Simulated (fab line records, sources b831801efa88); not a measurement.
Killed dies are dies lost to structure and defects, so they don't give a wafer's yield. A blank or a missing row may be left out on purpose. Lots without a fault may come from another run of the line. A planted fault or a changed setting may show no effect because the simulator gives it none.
Chamber matching | flow sky130 | SKY_VIA1_ETCH_15 on rie_diel-03: 4 sister chambers
The step etches SiO2 in C4F8/O2/Ar, stops on TiN, target depth 351 nm, time 54 s. 4 wafers are shown with their chamber, then 9 later ones without.

WAFERS WITH THEIR CHAMBER
wafer  | chamber | oes_product_au (a.u.)
L088.1 | 0       | 0.982
L088.4 | 1       | 0.976
L090.4 | 3       | 0.977
L090.6 | 2       | 0.962

WAFERS WITHOUT THEIR CHAMBER
wafer  | oes_product_au (a.u.)
L092.1 | 0.975
L092.3 | 0.965
L092.4 | 0.981
L095.1 | 0.986
L095.2 | 0.977
L095.5 | 0.983
L097.2 | 0.972
L097.4 | 0.979
L097.6 | 0.978

WHICH CHAMBER EACH WENT THROUGH
wafer  | from the rows above          | in truth
L092.1 | can't be placed: 1 or 3      | 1
L092.3 | 2                            | 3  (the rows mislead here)
L092.4 | can't be placed: 0 or 3 or 1 | 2
L095.1 | 0                            | 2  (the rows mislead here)
L095.2 | can't be placed: 3 or 1      | 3
L095.5 | 0                            | 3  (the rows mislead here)
L097.2 | can't be placed: 1 or 3      | 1
L097.4 | can't be placed: 3 or 0 or 1 | 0
L097.6 | can't be placed: 3 or 1 or 0 | 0
Placed correctly: 0 of 9. Can't be placed from these rows: 6 (the true chamber is among the candidates in 5). Placed wrongly: 3.
How it was worked out, from the rows above alone: a wafer's distance from a chamber is the root of the sum, over the readings, of the square of ((its reading less the chamber's mean) divided by the reading's scatter). The wafer belongs to the nearest chamber; if the next one is less than 2 further off, it can't be placed. A chamber's mean is the mean of its shown wafers. The scatter: with one shown wafer a chamber, the root of the mean of the squares of how far each hidden wafer lies from its nearest shown one.
